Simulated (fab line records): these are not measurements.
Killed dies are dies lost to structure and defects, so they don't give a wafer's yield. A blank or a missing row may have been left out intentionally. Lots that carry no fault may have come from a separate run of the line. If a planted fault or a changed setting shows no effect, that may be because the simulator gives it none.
A single fault, viewed from 2 desks | flow gf180mcu | what lay behind the numbers comes last; until then each desk has only its own

== FROM THE METROLOGY DESK ==
Means of the sampled wafers that have a number, per lot and without regard to the tool the lot ran on: this is what the gauges read. If a lot's mean is further than 4 standard deviations from the usual mean, the lot is out of limits and carries the mark OUT (the distance appears in the brackets).
Columns: A = MVSD_TW at GF_MVSD_TW_MEAS_11, usual 1589; B = MVPSD_OVL at GF_MVPSD_OVL_MEAS_07, usual 0.1 nm; C = MVSD_RS at GF_VT_IMPLANT_RS_MEAS_46, usual 456.4 ohm/sq; D = POLY_GATE_OVL at GF_POLY_GATE_OVL_MEAS_11, usual -5 nm
lot  | first seen here | A              | B    | C               | D
L148 | day 4 15:50     | 1601           | -0.4 | 457.6           | -9
L149 | day 5 01:47     | 1578           | 1.3  | 456.4           | -6
L150 | day 5 06:59     | 1582           | -0.8 | 456.5           | -4
L153 | day 6 01:07     | 1598           | 0.8  | 456.3           | -11
L155 | day 6 11:27     | 1582           | 1.8  | 456.3           | -3
L160 | day 7 15:25     | 1446 (-12) OUT | -0.2 | 538.9 (+82) OUT | -11
L161 | day 7 22:29     | 1441 (-12) OUT | -0.8 | 539.7 (+83) OUT | -6
L163 | day 8 08:13     | 1581           | 0.5  | 458.0           | -6
L164 | day 8 14:35     | 1582           | 1.0  | 456.5           | -3
L165 | day 8 18:44     | 1599           | 0.3  | 454.9           | -2
L166 | day 9 01:43     | 1583           | 1.0  | 456.6           | -10
L168 | day 9 14:22     | 1590           | 0.1  | 456.7           | -1
This desk finds L160, L161 out of limits, with the earliest case on L160 at day 7 15:25 (MVSD_TW at GF_MVSD_TW_MEAS_11). Within limits: L148, L149, L150, L153, L155, L163, L164, L165, L166, L168.

== FOR THE TOOL OWNER'S DESK: implanter-04 ==
The tool's own readings at GF_MVSD_IMPLANT_08: means of the sampled wafers that have a number, for each lot that ran on this tool. If a lot's mean is further than 4 standard deviations from the usual mean, the lot is out of limits and carries the mark OUT (the distance appears in the brackets).
Columns: A = dose_ions_cm2 at GF_MVSD_IMPLANT_08, usual 1.5998e+13; B = faraday_current_uA at GF_MVSD_IMPLANT_08, usual 90.2; C = tilt_deg at GF_MVSD_IMPLANT_08, usual -0.001 degrees
lot  | first seen here | A                            | B              | C
L148 | day 4 15:26     | 1.5995e+13                   | 91.7           | 0.030
L153 | day 6 00:43     | 1.5994e+13                   | 90.6           | 0.001
L155 | day 6 11:05     | 1.6004e+13                   | 89.2           | -0.008
L160 | day 7 15:01     | 1.1436e+13 (-99 or more) OUT | 63.3 (-15) OUT | 0.011
L161 | day 7 22:05     | 1.1414e+13 (-99 or more) OUT | 63.7 (-15) OUT | -0.002
This desk's verdict: out of limits on L160, L161, starting with L160 at day 7 15:01 (dose_ions_cm2 at GF_MVSD_IMPLANT_08). Within limits: L148, L153, L155.

== BROUGHT TOGETHER ==
An alarm could have come from the tool owner's desk at day 7 15:01, on L160, L161.
The metrology desk could have raised an alarm at day 7 15:25, on L160, L161.
GF_MVSD_IMPLANT_08 was run on implanter-04 by each of the lots named.

== WHAT THE SIMULATOR PUT IN ==
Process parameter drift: implanter-04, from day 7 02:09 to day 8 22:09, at GF_MVSD_IMPLANT_08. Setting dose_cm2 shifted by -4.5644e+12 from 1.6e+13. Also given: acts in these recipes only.
Shown lots that were struck: L160, L161.
Fault start to first reading out of limits, in hours, per desk: tool owner, 13; metrology, 13.
